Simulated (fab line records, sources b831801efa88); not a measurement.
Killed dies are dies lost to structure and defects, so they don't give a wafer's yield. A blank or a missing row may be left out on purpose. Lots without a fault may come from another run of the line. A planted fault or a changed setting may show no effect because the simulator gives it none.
Chamber matching | flow gf180mcu | GF_PASSIVATION_CVD_02 on pecvd-04: 3 sister chambers
The step deposits Si3N4, target thk 700 nm, time 486.18 s. 6 wafers are shown with their chamber, then 8 later ones without.

WAFERS WITH THEIR CHAMBER
wafer  | chamber | heater_power_w (W)
L078.4 | 2       | 654
L080.1 | 0       | 632
L080.3 | 2       | 645
L081.4 | 1       | 596
L081.6 | 0       | 661
L086.1 | 1       | 674

WAFERS WITHOUT THEIR CHAMBER
wafer  | heater_power_w (W)
L086.4 | 614
L086.5 | 709
L096.2 | 660
L096.3 | 606
L096.4 | 664
L097.1 | 732
L097.2 | 649
L097.6 | 721

WHICH CHAMBER EACH WENT THROUGH
wafer  | from the rows above          | in truth
L086.4 | can't be placed: 1 or 0 or 2 | 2
L086.5 | can't be placed: 2 or 0 or 1 | 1
L096.2 | can't be placed: 2 or 0 or 1 | 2
L096.3 | can't be placed: 1 or 0 or 2 | 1
L096.4 | can't be placed: 2 or 0 or 1 | 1
L097.1 | can't be placed: 2 or 0 or 1 | 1
L097.2 | can't be placed: 2 or 0 or 1 | 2
L097.6 | can't be placed: 2 or 0 or 1 | 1
Placed correctly: 0 of 8. Can't be placed from these rows: 8 (the true chamber is among the candidates in 8). Placed wrongly: 0.
How it was worked out, from the rows above alone: a wafer's distance from a chamber is the root of the sum, over the readings, of the square of ((its reading less the chamber's mean) divided by the reading's scatter). The wafer belongs to the nearest chamber; if the next one is less than 2 further off, it can't be placed. A chamber's mean is the mean of its shown wafers. The scatter: the root of (the sum of the squares of (reading less its chamber's mean) over the shown wafers, divided by (wafers less chambers)).
